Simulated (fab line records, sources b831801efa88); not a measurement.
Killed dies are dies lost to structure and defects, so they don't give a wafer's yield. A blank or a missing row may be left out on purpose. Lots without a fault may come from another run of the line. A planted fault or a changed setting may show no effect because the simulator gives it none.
fab line records | flow sky130
record lots=7 wafers=21 last_day=49
route steps=708 shown VT_ADJUST_HVTP@93 VT_ADJUST_LVTN@97 PAD_OPEN@708
lots that met no fault: from a run of the same line without faults
start_h: hours from the record's first day to the start of the lot's first wafer shown | wait_h: hours since the lot's step before | " the same as in the row above | L1.1+2: a row that stands for several wafers | - no value, or no start given | * or withheld: withheld | < > ~ a bound
route shown NAME@n: a module of which the file shows steps, and the number in the route of the first | usual: mean/standard deviation of fault-free wafers | same: alike in all rows | chamber/n: place in a boat | sites: the reading at each site | _std_site: their standard deviation | _edge_site: outer sites' mean less inner sites' | radius_mm: how far each site lies from the wafer's centre | mask NAME#n: copy n | behind: the tool/chamber that last shaped the wafer | hold: why the lot was held/for how many hours/how that ended | device: the transistor (n, p or np) that didn't switch | end of line: the same wafers' tests at the end of the route | a step without rows: its recipe alone | killed: dies lost to structure and defects at the first sort, not the wafer's yield | map: a wafer's dies, x killed, . not, _ none there
set.NAME: the setting as run; set.NAME@STEP: as run at that earlier step | model.NAME: the simulator's own value behind a step, which no gauge read
lots at some steps of the route; a table a step, a row a wafer
services: from which hour (start_h, from the record's first day; less than 0 if before it) a tool's chamber was out of use, for how many hours, and why
## steps
# step SKY_VT_ADJUST_HVTP_OVL_MEAS_08
# usual VT_ADJUST_HVTP_OVL=1.4/1.4
# columns lot.wafer tool chamber start_h wait_h VT_ADJUST_HVTP_OVL[nm]
L539.1 overlay-01 - 122.76 0.1 -0.1
L539.2 " - " " 1.0
L539.3 " - " " 1.0
L544.2 overlay-01 - 159.22 0.1 2.4
L544.4 " - " " 1.0
L544.5 " - " " 0.2
L546.1 overlay-02 - 172.93 0.1 1.1
L546.2 " - " " 2.1
L546.3 " - " " 2.4
L548.1 overlay-02 - 184.83 0.1 3.1
L548.3 " - " " 2.4
L548.4 " - " " 3.2
L550.1 overlay-01 - 197.16 0.1 1.0
L550.2 " - " " 4.1
L550.5 " - " " 3.2
L551.1 overlay-01 - 204.81 0.1 -0.6
L551.2 " - " " 0.0
L551.5 " - " " 2.5
L556.2 overlay-02 - 235.04 0.1 0.5
L556.4 " - " " 1.8
L556.6 " - " " -0.7
# step SKY_VT_ADJUST_HVTP_IMPLANT_09
# recipe species=As energy_kev=150 dose_cm2=4.342e+12 tilt_deg=withheld
# step SKY_VT_ADJUST_HVTP_STRIP_10
# recipe chemistry=O2/N2 power_w=1400 pressure_mtorr=1500 platen_temp_c=withheld o2_flow_sccm=3000 n2_flow_sccm=300 overash_fraction=0.5
# usual drypump_motor_current_A=5.9/0.4 oes_product_au=0.716/0.0043 strip_time_to_endpoint_s=14.18/0.041
# columns lot.wafer tool chamber start_h wait_h drypump_motor_current_A oes_product_au rf_hours_counter_h strip_time_to_endpoint_s
L539.1 plasma_asher-02 1 122.95 0.1 6.1 0.718 47 14.13
L539.2 " 0 " " 5.2 0.715 47 14.16
L539.3 " 0 " " 5.3 0.711 - 14.17
L544.2 plasma_asher-03 1 159.40 0.1 5.7 0.718 29 14.19
L544.4 " 1 " " 5.7 0.722 - 14.18
L544.5 " 1 " " 5.7 0.719 - 14.21
L546.1 plasma_asher-01 0 173.12 0.1 6.5 0.713 48 14.20
L546.2 " 1 " " 6.0 0.718 48 14.17
L546.3 " 1 " " 6.0 0.705 - 14.18
L548.1 plasma_asher-02 1 185.02 0.1 6.1 0.721 53 14.12
L548.3 " 0 " " 5.2 0.717 - 14.14
L548.4 " 1 " " 6.1 0.712 - 14.12
L550.1 plasma_asher-03 1 197.35 0.1 5.6 0.720 33 14.17
L550.2 " 0 " " 5.6 0.708 33 14.14
L550.5 " 0 " " 5.7 0.716 - 14.14
L551.1 plasma_asher-02 0 205.00 0.1 5.3 0.716 55 14.20
L551.2 " 1 " " 6.1 0.717 55 14.22
L551.5 " 0 " " 5.3 0.712 - 14.21
L556.2 plasma_asher-02 1 235.22 0.1 6.1 0.720 58 14.24
L556.4 " 0 " " 5.3 0.719 - 14.20
L556.6 " 0 " " 5.3 0.718 - 14.19
# step SKY_VT_ADJUST_HVTP_TW_MEAS_11
# usual VT_ADJUST_HVTP_TW=1381/17
# columns lot.wafer tool chamber start_h wait_h VT_ADJUST_HVTP_TW
L539.1 film_metro-04 - 123.05 0.1 1401
L539.2 " - " " 1396
L539.3 " - " " 1407
L544.2 film_metro-03 - 159.51 0.1 1361
L544.4 " - " " 1371
L544.5 " - " " 1364
L546.1 film_metro-04 - 173.22 0.1 1394
L546.2 " - " " 1392
L546.3 " - " " 1399
L548.1 film_metro-04 - 185.12 0.1 1390
L548.3 " - " " 1409
L548.4 " - " " 1395
L550.1 film_metro-02 - 197.45 0.1 1355
L550.2 " - " " 1350
L550.5 " - " " 1351
L551.1 film_metro-04 - 205.10 0.1 1386
L551.2 " - " " 1388
L551.5 " - " " 1393
L556.2 film_metro-04 - 235.33 0.1 1399
L556.4 " - " " 1399
L556.6 " - " " 1396
# step SKY_VT_ADJUST_LVTN_DEHYDRATE_00
# recipe temp_c=200 time_s=60
# step SKY_VT_ADJUST_LVTN_HMDS_01
# recipe prime_time_s=60 prime_temp_c=120
# step SKY_VT_ADJUST_LVTN_COAT_02
# recipe spin_rpm=2000 resist_thk_nm=3000
# step SKY_VT_ADJUST_LVTN_SOFTBAKE_03
# recipe temp_c=110 time_s=withheld
# step SKY_VT_ADJUST_LVTN_EXPOSE_04
# recipe mask_id=NWM_COMPLEMENT_LESS_NATIVE na=0.6 source_shape=conventional sigma_outer=0.6 polarization=unpolarized target_cd_nm=840 dose_mj=194
# step SKY_VT_ADJUST_LVTN_PEB_05
# recipe temp_c=115 time_s=withheld
# step SKY_VT_ADJUST_LVTN_DEVELOP_06
# recipe wall_angle_deg=90 developer=TMAH develop_time_s=60 dev_temp_c=23
# step SKY_VT_ADJUST_LVTN_OVL_MEAS_07
# usual VT_ADJUST_LVTN_OVL=-0.8/1.2
# columns lot.wafer tool chamber start_h wait_h VT_ADJUST_LVTN_OVL[nm]
L539.1 overlay-02 - 142.47 - -1.5
L539.2 " - " " -0.6
L539.3 " - " " -1.2
L544.2 overlay-02 - 178.98 - -2.0
L544.4 " - " " -1.2
L544.5 " - " " -0.9
L546.1 overlay-01 - 194.48 - -0.8
L546.2 " - " " -1.3
L546.3 " - " " 0.3
L548.1 overlay-01 - 206.37 - -0.3
L548.3 " - " " 0.3
L548.4 " - " " 2.4
L550.1 overlay-02 - 219.82 - 0.7
L550.2 " - " " -0.9
L550.5 " - " " 1.9
L551.1 overlay-01 - 227.71 - -2.4
L551.2 " - " " -2.6
L551.5 " - " " -2.4
L556.2 overlay-01 - 258.83 - 0.1
L556.4 " - " " -2.1
L556.6 " - " " -0.4
# step SKY_VT_ADJUST_LVTN_IMPLANT_08
# recipe species=B energy_kev=30 dose_cm2=1.57e+12 tilt_deg=withheld
# columns lot.wafer tool chamber start_h wait_h
L539.1+2+3 implanter-03 0 142.51 0.0
L544.2+4+5 implanter-01 0 179.04 0.0
L546.1+2+3 implanter-04 0 194.51 0.0
L548.1+3+4 implanter-04 0 206.41 0.0
L548.1+3+4 implanter-04 0 206.72 0.3
L550.1+2+5 implanter-04 0 219.86 0.0
L550.1+2+5 implanter-04 0 220.17 0.3
L551.1+2+5 implanter-04 0 227.83 0.1
L551.1+2+5 implanter-04 0 228.14 0.3
L556.2+4+6 implanter-04 0 258.89 0.0
# step SKY_VT_ADJUST_LVTN_STRIP_09
# recipe chemistry=O2/N2 power_w=1400 pressure_mtorr=1500 platen_temp_c=withheld o2_flow_sccm=3000 n2_flow_sccm=300 overash_fraction=0.5
# usual drypump_motor_current_A=5.9/0.41 oes_product_au=0.723/0.0042 strip_time_to_endpoint_s=36.92/0.085
# columns lot.wafer tool chamber start_h wait_h drypump_motor_current_A oes_product_au rf_hours_counter_h strip_time_to_endpoint_s
L539.1 plasma_asher-01 1 142.66 0.1 6.0 0.731 45 36.87
L539.2 " 0 " " 6.5 0.726 45 36.83
L539.3 " 1 " " 6.0 0.724 - 36.83
L544.2 plasma_asher-02 1 179.16 0.1 6.1 0.720 52 37.09
L544.4 " 1 " " 6.1 0.711 - 37.01
L544.5 " 1 " " 6.1 0.715 - 37.04
L546.1 plasma_asher-04 1 194.66 0.1 5.5 0.727 8 36.93
L546.2 " 0 " " 5.8 0.713 8 36.93
L546.3 " 1 " " 5.5 0.725 - 36.91
L548.1 plasma_asher-04 1 206.87 0.1 5.5 0.728 9 36.91
L548.3 " 0 " " 5.9 0.720 - 36.92
L548.4 " 1 " " 5.5 0.725 - 36.88
L550.1 plasma_asher-01 0 220.32 0.1 6.5 0.731 53 36.96
L550.2 " 1 " " 6.0 0.723 53 36.99
L550.5 " 0 " " 6.5 0.720 - 36.88
L551.1 plasma_asher-02 1 228.29 0.1 6.1 0.729 57 36.90
L551.2 " 0 " " 5.2 0.724 57 37.00
L551.5 " 0 " " 5.2 0.726 - 36.86
L556.2 plasma_asher-04 1 259.01 0.1 5.6 0.719 14 36.96
L556.4 " 0 " " 5.9 0.723 - 36.97
L556.6 " 0 " " 5.9 0.717 - 36.87
# step SKY_VT_ADJUST_LVTN_TW_MEAS_10
# usual VT_ADJUST_LVTN_TW=244.2/2.3
# columns lot.wafer tool chamber start_h wait_h VT_ADJUST_LVTN_TW
L539.1 film_metro-03 - 142.76 0.1 242.5
L539.2 " - " " 242.7
L539.3 " - " " 243.5
L544.2 film_metro-03 - 179.27 0.1 242.7
L544.4 " - " " 243.2
L544.5 " - " " 242.9
L546.1 film_metro-03 - 194.76 0.1 243.0
L546.2 " - " " 242.2
L546.3 " - " " 242.2
L548.1 film_metro-04 - 207.05 0.1 304.2
L548.3 " - " " 303.3
L548.4 " - " " 302.4
L550.1 film_metro-03 - 220.42 0.1 298.8
L550.2 " - " " 296.8
L550.5 " - " " 297.1
L551.1 film_metro-01 - 228.39 0.1 298.8
L551.2 " - " " 298.9
L551.5 " - " " 299.4
L556.2 film_metro-01 - 259.12 0.1 244.1
L556.4 " - " " 243.3
L556.6 " - " " 243.5
# step SKY_VT_ADJUST_LVTN_DEHYDRATE_11
# recipe temp_c=200 time_s=60
# step SKY_PAD_OPEN_PROBE_99
# usual killed_at_M0_to_M3=44/7.5 killed_at_M4_up=3.1/1.7 killed_at_contacts=24/6.2 killed_at_front_end=15/4.2 killed_at_other=0.4/0.58 killed_dies=85/10 killed_open=47/7.7 killed_short=38/6.4
# same gross_dies=492 killed_at_back_side=0
# columns lot.wafer tool chamber start_h wait_h killed_at_M0_to_M3 killed_at_M4_up killed_at_contacts killed_at_front_end killed_at_other killed_dies killed_open killed_short model.etest.nfet_01v8_lvt.drive_ua_um model.etest.nfet_01v8_swapped.drive_ua_um model.etest.nfet_01v8.drive_ua_um model.etest.nfet_01v8_turned.drive_ua_um model.etest.nfet_01v8.off_log10_a_um model.etest.nfet_01v8_lvt.vt_sat_v model.etest.nfet_01v8_lvt.vt_v model.etest.nfet_01v8_turned.vt_sat_v
L539.1 prober-02 - 1073.46 0.1 42 1 32 17 0 92 59 32 589.1 513.5 518.7 519.7 -13.31 0.5254 0.6009 0.6452
L539.2 prober-02 - 1073.51 0.1 47 0 26 9 1 83 45 38 596.5 520.6 523.3 528.1 -13.31 0.5274 0.6039 0.6361
L539.3 prober-02 - 1073.56 0.2 44 3 21 13 0 81 41 40 601.2 525.1 527.7 522.5 -13.34 0.5202 0.5946 0.6415
L544.2 prober-01 - 1108.28 0.1 49 3 21 9 0 82 54 28 570.4 506.1 504.3 504 -13.3 0.5399 0.6041 0.6481
L544.4 prober-01 - 1108.38 0.2 42 0 13 26 1 82 47 34 585.9 511.2 518.3 514 -13.23 0.5342 0.6082 0.6477
L544.5 prober-01 - 1108.43 0.2 44 6 22 10 2 84 39 43 577.9 505.7 505.5 507.7 -13.38 0.5391 0.6061 0.651
L546.1 prober-02 - 1123.13 0.1 45 5 34 16 0 100 47 52 556.1 488.7 485.6 487 -13.39 0.5466 0.6178 0.667
L546.2 prober-02 - 1123.18 0.1 46 1 19 11 1 78 35 43 553 485.1 484.1 485.6 -13.13 0.5521 0.6268 0.6633
L546.3 prober-02 - 1123.23 0.2 31 2 23 21 1 78 37 41 560.1 487 493.7 491.8 -13.29 0.5548 0.6297 0.6635
L548.1 prober-02 - 1139.51 0.1 50 4 24 18 0 96 47 48 530.8 474.7 472.2 473.4 -13.27 0.5865 0.6465 0.6812
L548.3 prober-02 - 1139.61 0.2 48 5 27 11 2 93 48 43 533 473.9 470.1 474.5 -13.45 0.5866 0.6463 0.6855
L548.4 prober-02 - 1139.66 0.2 44 1 19 13 1 78 48 29 548 486.2 489.5 489.1 -13.39 0.575 0.6401 0.6742
L550.1 prober-01 - 1142.52 0.1 33 6 23 6 0 68 37 31 550.3 494.9 493.9 491.8 -13.45 0.5763 0.634 0.6697
L550.2 prober-01 - 1142.57 0.1 34 3 25 12 0 74 42 31 552.1 495.3 495.2 496.1 -13.35 0.5762 0.6321 0.6709
L550.5 prober-01 - 1142.72 0.2 37 8 15 15 0 75 45 29 570.6 517.8 514.3 514.2 -13.33 0.5642 0.6195 0.6559
L551.1 prober-02 - 1154.13 0.1 46 3 31 8 1 89 48 41 566.5 509.3 506.1 506.9 -13.28 0.5662 0.6257 0.667
L551.2 prober-02 - 1154.18 0.1 51 7 35 8 0 101 53 48 569.2 505.4 505.1 502.8 -13.46 0.569 0.6308 0.6642
L551.5 prober-02 - 1154.33 0.2 37 6 35 12 0 90 61 29 542.1 492 488.8 486.3 -13.38 0.5824 0.6383 0.6758
L556.2 prober-01 - 1175.85 0.1 46 3 28 12 0 89 49 40 580 505.1 500.1 506.4 -13.41 0.5342 0.6049 0.6459
L556.4 prober-01 - 1175.95 0.2 44 5 16 13 1 79 45 33 582.9 508.5 505.9 506.9 -13.43 0.5292 0.6089 0.6465
L556.6 prober-01 - 1176.05 0.2 44 2 19 12 0 77 40 37 585.3 514.9 504.1 511.3 -13.22 0.5311 0.6052 0.6464
# killed by level:class
L539.1 VIA1:geometric_particle:open=17 CONTACT:geometric_particle:open=12 CONTACT:geometric_particle:short=10 VIA3:geometric_particle:open=7 POLY_GATE:geometric_particle:open=5 LI_CONTACT:geometric_particle:open=5 POLY_GATE:geometric_particle:short=4 LOCAL_INTERCONNECT:geometric_particle:short=4
L539.2 VIA1:geometric_particle:open=10 CONTACT:geometric_particle:short=8 METAL2:geometric_particle:short=7 METAL1:geometric_particle:short=7 CONTACT:geometric_particle:open=6 VIA2:geometric_particle:open=6 VIA3:geometric_particle:open=6 LOCAL_INTERCONNECT:geometric_particle:open=5
L539.3 METAL2:geometric_particle:short=8 VIA1:geometric_particle:open=7 VIA2:geometric_particle:open=7 CONTACT:geometric_particle:short=6 VIA3:geometric_particle:open=6 LI_CONTACT:geometric_particle:open=5 METAL1:geometric_particle:short=5 LOCAL_INTERCONNECT:geometric_particle:short=5
L544.2 VIA1:geometric_particle:open=11 CONTACT:geometric_particle:open=9 METAL2:geometric_particle:short=8 VIA2:geometric_particle:open=8 VIA3:geometric_particle:open=6 LI_CONTACT:geometric_particle:open=5 METAL1:geometric_particle:open=4 VIA2:geometric_particle:short=4
L544.4 VIA1:geometric_particle:open=10 VIA2:geometric_particle:open=9 POLY_GATE:geometric_particle:open=7 FIELD_ISO:geometric_particle:open=6 LI_CONTACT:geometric_particle:open=6 METAL2:geometric_particle:short=6 METAL1:geometric_particle:short=5 FIELD_ISO:geometric_particle:short=4
L544.5 VIA1:geometric_particle:open=9 CONTACT:geometric_particle:short=8 LI_CONTACT:geometric_particle:open=7 VIA2:geometric_particle:open=7 METAL1:geometric_particle:short=6 FIELD_ISO:geometric_particle:short=5 VIA3:geometric_particle:open=5 CONTACT:geometric_particle:open=4
L546.1 METAL1:geometric_particle:short=10 LI_CONTACT:geometric_particle:open=9 CONTACT:geometric_particle:open=9 VIA1:geometric_particle:open=9 VIA3:geometric_particle:open=8 LI_CONTACT:geometric_particle:short=6 POLY_GATE:geometric_particle:short=5 CONTACT:geometric_particle:short=5
L546.2 METAL1:geometric_particle:short=13 CONTACT:geometric_particle:open=7 VIA1:geometric_particle:open=7 LOCAL_INTERCONNECT:geometric_particle:short=5 METAL2:geometric_particle:short=5 VIA2:geometric_particle:open=5 VIA3:geometric_particle:open=4 METAL3:geometric_particle:short=4
L546.3 LI_CONTACT:geometric_particle:open=7 CONTACT:geometric_particle:open=7 POLY_GATE:geometric_particle:short=6 VIA1:geometric_particle:open=6 FIELD_ISO:geometric_particle:short=5 FIELD_ISO:geometric_particle:open=5 VIA1:geometric_particle:short=5 METAL2:geometric_particle:short=5
L548.1 VIA3:geometric_particle:open=11 METAL2:geometric_particle:short=9 VIA2:geometric_particle:open=8 POLY_GATE:geometric_particle:short=7 CONTACT:geometric_particle:short=7 VIA1:geometric_particle:open=7 LOCAL_INTERCONNECT:geometric_particle:short=6 CONTACT:geometric_particle:open=6
L548.3 VIA1:geometric_particle:open=12 CONTACT:geometric_particle:open=8 LI_CONTACT:geometric_particle:open=8 LOCAL_INTERCONNECT:geometric_particle:short=7 METAL1:geometric_particle:short=6 METAL2:geometric_particle:short=6 VIA1:geometric_particle:short=5 VIA2:geometric_particle:open=5
L548.4 VIA1:geometric_particle:open=13 VIA3:geometric_particle:open=10 LI_CONTACT:geometric_particle:open=8 VIA1:geometric_particle:short=7 VIA2:geometric_particle:open=6 POLY_GATE:geometric_particle:open=4 CONTACT:geometric_particle:open=4 METAL3:geometric_particle:short=4
L550.1 VIA1:geometric_particle:open=13 CONTACT:geometric_particle:open=8 LI_CONTACT:geometric_particle:open=6 METAL1:geometric_particle:short=5 LOCAL_INTERCONNECT:geometric_particle:short=4 VIA2:geometric_particle:open=4 METAL4:geometric_particle:short=4 POLY_GATE:geometric_particle:short=3
L550.2 VIA1:geometric_particle:open=13 LI_CONTACT:geometric_particle:open=12 METAL1:geometric_particle:short=7 CONTACT:geometric_particle:open=6 METAL2:geometric_particle:short=4 CONTACT:geometric_particle:short=4 VIA1:geometric_particle:short=3 FIELD_ISO:geometric_particle:open=2
L550.5 VIA1:geometric_particle:open=7 CONTACT:geometric_particle:open=6 METAL1:geometric_particle:short=6 VIA2:geometric_particle:open=6 METAL4:geometric_particle:short=5 VIA3:geometric_particle:open=5 FIELD_ISO:geometric_particle:open=4 LI_CONTACT:geometric_particle:open=4
L551.1 VIA1:geometric_particle:open=11 CONTACT:geometric_particle:open=10 METAL2:geometric_particle:short=10 VIA2:geometric_particle:open=8 LI_CONTACT:geometric_particle:open=7 FIELD_ISO:geometric_particle:short=6 LI_CONTACT:geometric_particle:short=5 CONTACT:geometric_particle:short=5
L551.2 CONTACT:geometric_particle:open=14 VIA1:geometric_particle:open=14 LI_CONTACT:geometric_particle:open=10 METAL2:geometric_particle:short=10 VIA1:geometric_particle:short=6 VIA2:geometric_particle:open=5 CONTACT:geometric_particle:short=5 POLY_GATE:geometric_particle:short=3
L551.5 CONTACT:geometric_particle:open=15 VIA1:geometric_particle:open=11 VIA2:geometric_particle:open=8 LI_CONTACT:geometric_particle:open=6 VIA3:geometric_particle:open=6 POLY_GATE:geometric_particle:open=5 LOCAL_INTERCONNECT:geometric_particle:short=5 VIA1:geometric_particle:short=5
L556.2 LI_CONTACT:geometric_particle:open=11 VIA1:geometric_particle:open=9 CONTACT:geometric_particle:short=8 METAL1:geometric_particle:short=8 VIA2:geometric_particle:open=8 CONTACT:geometric_particle:open=6 VIA3:geometric_particle:open=6 POLY_GATE:geometric_particle:short=4
L556.4 VIA1:geometric_particle:open=13 METAL1:geometric_particle:short=9 CONTACT:geometric_particle:open=6 VIA3:geometric_particle:open=6 VIA2:geometric_particle:open=5 CONTACT:geometric_particle:short=5 METAL2:geometric_particle:short=5 LI_CONTACT:geometric_particle:short=4
L556.6 VIA1:geometric_particle:open=12 CONTACT:geometric_particle:open=7 VIA1:geometric_particle:short=7 LI_CONTACT:geometric_particle:open=5 VIA2:geometric_particle:short=4 VIA2:geometric_particle:open=4 VIA3:geometric_particle:open=4 FIELD_ISO:geometric_particle:open=3
## services
# columns tool chamber start_h hours kind
plasma_asher-04 - 108.75 9.0 pm
plasma_asher-04 0 108.75 9.0 vent_cycle
plasma_asher-04 1 108.75 9.0 vent_cycle
plasma_asher-02 - 110.65 5.4 repair
plasma_asher-03 - 112.16 11.3 repair
plasma_asher-04 0 117.75 - clean
plasma_asher-04 1 117.75 - clean
implanter-01 - 125.21 5.2 pm
plasma_asher-03 - 128.24 2.5 repair
plasma_asher-03 - 138.45 2.4 repair
implanter-04 - 165.38 0.7 repair
implanter-03 - 197.67 31.8 pm
implanter-01 - 218.20 104.4 pm
plasma_asher-04 - 231.93 3.5 repair
implanter-03 - 236.48 1.2 repair
plasma_asher-02 - 247.41 0.4 repair
plasma_asher-04 - 255.71 0.9 repair
## key
first_sign step=SKY_VT_ADJUST_LVTN_IMPLANT_08 reading=visit direction=added
effect step=SKY_VT_ADJUST_LVTN_TW_MEAS_10 reading=VT_ADJUST_LVTN_TW direction=up sigmas=25 usual=244.2 struck=300.0
model_effect step=SKY_PAD_OPEN_PROBE_99 value=etest.nfet_01v8_lvt.drive_ua_um without=589.8 struck=551.4
met_at SKY_VT_ADJUST_LVTN_IMPLANT_08
struck_wafers L548.1,L548.3,L548.4,L550.1,L550.2,L550.5,L551.1,L551.2,L551.5
tester_left_out L548,L550,L551
fault kind=repeated_step_whole tool=implanter-01,implanter-03,implanter-04 chamber=- onset_h=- steps=SKY_VT_ADJUST_LVTN_IMPLANT_08 times=1 scope=struck_lots_only
# tester_left_out: of these lots the tester's yield and bins aren't shown, on N5 and GAA mostly nor the transistor test; their killed dies are dies lost to structure and defects alone, not to doping, threshold or leakage, so they don't give the yield
